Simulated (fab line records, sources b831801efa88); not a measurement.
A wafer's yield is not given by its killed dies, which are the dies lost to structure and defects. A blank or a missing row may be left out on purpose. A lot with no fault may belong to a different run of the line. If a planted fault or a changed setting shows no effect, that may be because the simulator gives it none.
A lot that was struck, set against a sound lot :: flow gf180mcu :: 17 steps out of a route of 602
Sound: the wafers L335.1, L335.3, L335.5. Struck: wafers L333.1, L333.3, L333.5. The cause is named last.
Order at every step that has rows: each side's tool, ch and its chambers, its first start. Under that, the readings that differ: sound wafers :: struck wafers :: difference of the means :: sigmas: that difference in standard deviations of wafers without a fault.
alike: words and numbers the same on both sides, and readings whose means are apart by under 2 such deviations; not compared: readings that were withheld, readings missing a value for some wafer, numbers with overlapping values and no deviation given by the record, and bounds like >300 which may hide the same value.
A row with sigmas, a row that says differs or no value, or rows on one side alone: a step with any of these is where the two part. When numbers do not overlap yet have no deviation, they are printed without sigmas and do not part them. Lack of a reading on every wafer of one side parts them only where that side has two or more wafers.

first, 2 steps without rows for these wafers: GF_CONTACT_PEB_12 (peb time 90 s); GF_CONTACT_DEVELOP_13 (develop time 60 s).
GF_CONTACT_CD_MEAS_14: target cd 220 nm.
  sound on cd sem-02, day 19 20:20; struck on cd sem-02, day 19 03:12
  alike: cd nm
GF_CONTACT_OVL_MEAS_15:
  sound on overlay-01, day 19 20:28; struck on overlay-02, day 19 03:19
  alike: CONTACT_OVL
GF_CONTACT_ETCH_16: etches BARC in N2/H2.
  sound on rie diel-02 ch 1,2,3, day 19 20:30; struck on rie diel-04 ch 0,1, day 19 03:22
  alike: drypump motor current A, oes product au, throttle valve pct
GF_CONTACT_ETCH_17: etches SiO2 in C4F8/O2/Ar, stops on CoSi2, target depth 860 nm.
  sound on rie diel-02 ch 1,2,3; struck on rie diel-04 ch 0,1
reading: oes product au (a.u.)
sound: 0.824 0.814 0.820
struck: 0.811 0.811 0.808
difference: -0.009
sigmas: -2
GF_CONTACT_STRIP_18: strips in O2/N2.
  sound on plasma asher-04 ch 0,1, day 19 20:40; struck on plasma asher-04 ch 0,1, day 19 03:31
  alike: drypump motor current A, heater power w, oes product au
  not compared: rf hours counter h
then, 3 steps without rows for these wafers: GF_CONTACT_CLEAN_19 (cleans in SPM); GF_CONTACT_CLEAN_20 (cleans in DIW); GF_CONTACT_CLEAN_21 (cleans in dHF, time 20 s).
GF_CONTACT_SPUTTER_22: material Ti, target thk 15 nm, time 80.02 s.
  sound on pvd sputter-04, day 19 20:59; struck on pvd sputter-04, day 19 03:50
  alike: throttle valve pct
then, 1 step without rows for these wafers: GF_CONTACT_SPUTTER_23 (material TiN, target thk 10 nm, time 40 s).
GF_CONTACT_CVD_24: deposits W, target thk 300 nm, time 90.339 s.
  sound on cvd w-02 ch 0,1, day 19 21:05; struck on cvd w-01 ch 0,1, day 19 03:56
reading: heater power outer w (W)
sound: 496 507 498
struck: 635 649 663
difference: +149
sigmas: +6

reading: heater power w (W)
sound: 843 882 828
struck: 1032 1001 1062
difference: +181
sigmas: +3

reading: susceptor temp C (C)
sound: 400.09 400.41 400.26
struck: 454.07 454.90 454.15
difference: +54.12
sigmas: +99 or more

reading: model.W_of_CONTACT_CVD_24.thk nm (nm)
sound: 293.6 298.5 294.8
struck: 508.4 506.7 505.2
difference: +211.1
sigmas: 
  not compared: since wet clean h
GF_CONTACT_RS_MEAS_25: the measuring method here is four-point-probe.
  sound on film metro-04, day 19 21:11; struck on film metro-02, day 19 04:02
reading: CONTACT_W_RS (ohm/sq)
sound: 0.391 0.384 0.390
struck: 0.225 0.225 0.226
difference: -0.163
sigmas: -36
GF_CONTACT_THK_MEAS_26: measures by xrf.
  sound on film metro-04, day 19 21:18; struck on film metro-02, day 19 04:09
reading: CONTACT_W_THK (nm)
sound: 292 297 295
struck: 505 508 505
difference: +211
sigmas: +56
GF_CONTACT_CMP_27: polishes, stops on SiO2, t overpolish 15 s, target thk 0 nm.
  sound on cmp-02 ch 0,1,2, day 19 21:28; struck on cmp-01 ch 0,2,3, day 19 04:16
reading: time to endpoint s (s)
sound: 73 69 66
struck: 123 114 123
difference: +51
sigmas: +14
  alike: motor current A
GF_M1_SPUTTER_00: material Ti, target thk 37.5 nm, time 150 s.
  sound on pvd sputter-03, day 19 21:40; struck on pvd sputter-03, day 19 04:31
  alike: throttle valve pct

== WHERE THEY PART ==
Earliest at GF_CONTACT_ETCH_17; latest, in this record, at GF_CONTACT_CMP_27. Later steps at which nothing parts them and some readings are alike: GF_M1_SPUTTER_00.

WHY: what the simulator had put in
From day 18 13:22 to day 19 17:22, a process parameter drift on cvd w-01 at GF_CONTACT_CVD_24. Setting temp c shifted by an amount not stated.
